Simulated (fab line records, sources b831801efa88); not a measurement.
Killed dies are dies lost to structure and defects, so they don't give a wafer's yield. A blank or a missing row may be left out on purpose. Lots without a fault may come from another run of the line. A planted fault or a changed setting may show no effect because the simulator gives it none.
Chamber matching | flow gf180mcu | GF_V5_CVD_02 on pecvd-02: 3 sister chambers
The step deposits SiO2 from TEOS, target thk 1450 nm, time 163.28 s. 18 wafers are shown with their chamber, then 9 later ones without.

WAFERS WITH THEIR CHAMBER
wafer  | chamber | heater_power_w (W)
L076.2 | 0       | 647
L076.5 | 1       | 642
L076.6 | 0       | 543
L078.1 | 1       | 620
L078.2 | 2       | 638
L078.5 | 1       | 665
L080.1 | 2       | 571
L080.2 | 1       | 620
L080.6 | 1       | 693
L081.1 | 0       | 583
L081.4 | 2       | 614
L081.6 | 1       | 547
L083.1 | 2       | 645
L083.2 | 1       | 688
L083.5 | 0       | 547
L090.1 | 2       | 523
L090.2 | 0       | 620
L090.3 | 1       | 672

SIGNATURES (means of the wafers above)
reading        | chamber 0 | chamber 1 | chamber 2 | scatter within a chamber
heater_power_w | 588.00    | 643.38    | 598.20    | 48.2
Rule: a wafer's distance from a chamber is the root of the sum, over the readings, of the square of ((its reading less the chamber's mean) divided by the reading's scatter). The wafer belongs to the nearest chamber; if the next one is less than 2 further off, it can't be placed. The scatter: the root of (the sum of the squares of (reading less its chamber's mean) over the shown wafers, divided by (wafers less chambers)).

WAFERS WITHOUT THEIR CHAMBER
wafer  | heater_power_w (W)
L090.4 | 555
L090.5 | 665
L090.6 | 596
L094.1 | 543
L094.2 | 653
L094.3 | 675
L094.4 | 533
L094.5 | 537
L094.6 | 604

WHICH CHAMBER EACH WENT THROUGH
wafer  | from the rows above          | in truth
L090.4 | can't be placed: 0 or 2 or 1 | 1
L090.5 | can't be placed: 1 or 2 or 0 | 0
L090.6 | can't be placed: 2 or 0 or 1 | 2
L094.1 | can't be placed: 0 or 2 or 1 | 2
L094.2 | can't be placed: 1 or 2 or 0 | 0
L094.3 | can't be placed: 1 or 2 or 0 | 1
L094.4 | can't be placed: 0 or 2 or 1 | 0
L094.5 | can't be placed: 0 or 2 or 1 | 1
L094.6 | can't be placed: 2 or 0 or 1 | 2
Placed correctly: 0 of 9. Can't be placed from these rows: 9 (the true chamber is among the candidates in 9). Placed wrongly: 0.
